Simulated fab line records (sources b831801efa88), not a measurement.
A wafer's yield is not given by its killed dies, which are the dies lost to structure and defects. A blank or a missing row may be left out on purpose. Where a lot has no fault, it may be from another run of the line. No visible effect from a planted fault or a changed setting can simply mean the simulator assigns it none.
Which tool was responsible? -- flow gf180mcu -- 24 lots with 72 wafers sampled at 2 steps, on a route of 602 steps

== WHAT EACH GAUGE READ, for each wafer ==
GF_VT_IMPLANT_TW_MEAS_10.
lot,measured,on,VT_IMPLANT_TW
L074,day 5 15:45,filmMetro-03,572 573 575
L075,day 5 20:40,filmMetro-04,557 556 560
L076,day 6 01:23,filmMetro-03,574 576 574
L077,day 6 09:07,filmMetro-02,564 564 564
L078,day 6 14:39,filmMetro-03,574 570 576
L079,day 6 17:53,filmMetro-04,563 568 564
L080,day 7 04:22,filmMetro-03,570 575 570
L081,day 7 08:43,filmMetro-03,572 578 575
L082,day 7 16:06,filmMetro-04,566 560 560
L083,day 7 22:48,filmMetro-04,559 562 560
L084,day 8 11:56,filmMetro-04,556 559 557
L085,day 8 21:59,filmMetro-02,562 557 561
L086,day 9 02:13,filmMetro-02,563 569 563
L087,day 9 02:51,filmMetro-03,574 572 574
L088,day 9 05:16,filmMetro-03,572 573 576
L089,day 9 14:50,filmMetro-03,574 572 572
L090,day 9 15:46,filmMetro-02,561 565 564
L091,day 10 02:56,filmMetro-02,565 562 560
L092,day 10 04:58,filmMetro-04,559 559 557
L093,day 10 11:46,filmMetro-03,575 574 573
L094,day 10 18:49,filmMetro-02,564 563 564
L095,day 11 02:01,filmMetro-02,561 566 561
L096,day 11 05:46,filmMetro-02,565 564 562
L097,day 11 12:26,filmMetro-02,562 562 563

GF_VT_IMPLANT_OVL_MEAS_40.
lot,measured,on,VT_IMPLANT_03_OVL (nm)
L074,day 7 13:21,overlay-02,0.7 0.1 -1.0
L075,day 7 18:43,overlay-01,2.3 0.7 2.4
L076,day 7 22:59,overlay-02,2.4 3.4 1.8
L077,day 8 08:19,overlay-01,-1.9 -0.7 -1.8
L078,day 8 13:36,overlay-01,1.2 0.7 0.3
L079,day 8 16:41,overlay-02,2.3 1.0 1.4
L080,day 9 04:59,overlay-02,-1.1 -2.1 -1.7
L081,day 9 09:40,overlay-01,1.5 2.2 0.5
L082,day 9 17:50,overlay-01,2.7 3.0 3.4
L083,day 10 02:20,overlay-02,1.0 0.8 0.6
L084,day 10 16:08,overlay-01,3.3 1.2 1.7
L085,day 11 03:34,overlay-01,1.0 0.8 1.8
L086,day 11 06:41,overlay-01,1.4 1.0 0.9
L087,day 11 09:17,overlay-01,3.0 1.9 1.1
L088,day 11 10:43,overlay-01,0.1 1.6 1.4
L089,day 11 21:02,overlay-01,2.2 1.4 0.9
L090,day 11 22:47,overlay-01,0.7 0.5 0.0
L091,day 12 08:41,overlay-02,-0.4 0.4 -0.6
L092,day 12 11:20,overlay-01,1.0 1.5 2.6
L093,day 12 19:26,overlay-01,2.1 2.1 1.2
L094,day 13 01:38,overlay-02,-0.8 0.6 2.0
L095,day 13 09:50,overlay-01,0.5 -0.3 -1.2
L096,day 13 14:11,overlay-02,2.4 2.7 1.7
L097,day 13 20:46,overlay-02,2.6 3.3 2.1

== WHICH TOOL RAN EACH LOT (tool, then ch and the chambers of the sampled wafers, then the start) ==
Before these readings, the record contains no process step.

== WHAT THE TOOLS THEMSELVES READ (means of the sampled wafers that have a number; where no wafer has one, the mark that the record gives instead) ==
The record holds no such reading with a usual standard deviation.

== THE ANSWER, worked out from the rows above alone ==
Rule: what is usual is taken from the lots themselves. The widest of any qualifying gaps counts: lots, ordered by their means at a reading, are off when they make up no more than a third of the lots, leave a main group of 4 or more, and stand apart from it by 3 or more times the standard deviation of that group's means. The tables above print the reading to a certain number of digits; a main group whose means all agree to those digits is not used. Also off: a lot with no number at a reading for which 4 or more lots have one. Where the step has rows for the other lots, those lots are counted as sound. Order of review: gauges by route order, followed by the tools' own readings, for which a lot's mean as printed above is used. At the first step where some lot is off, the reading lying furthest off is the one used; lots without a number count as furthest.
Across all readings shown, no lot is off: no conclusion can be drawn from this.

== WHAT THE SIMULATOR PUT IN ==
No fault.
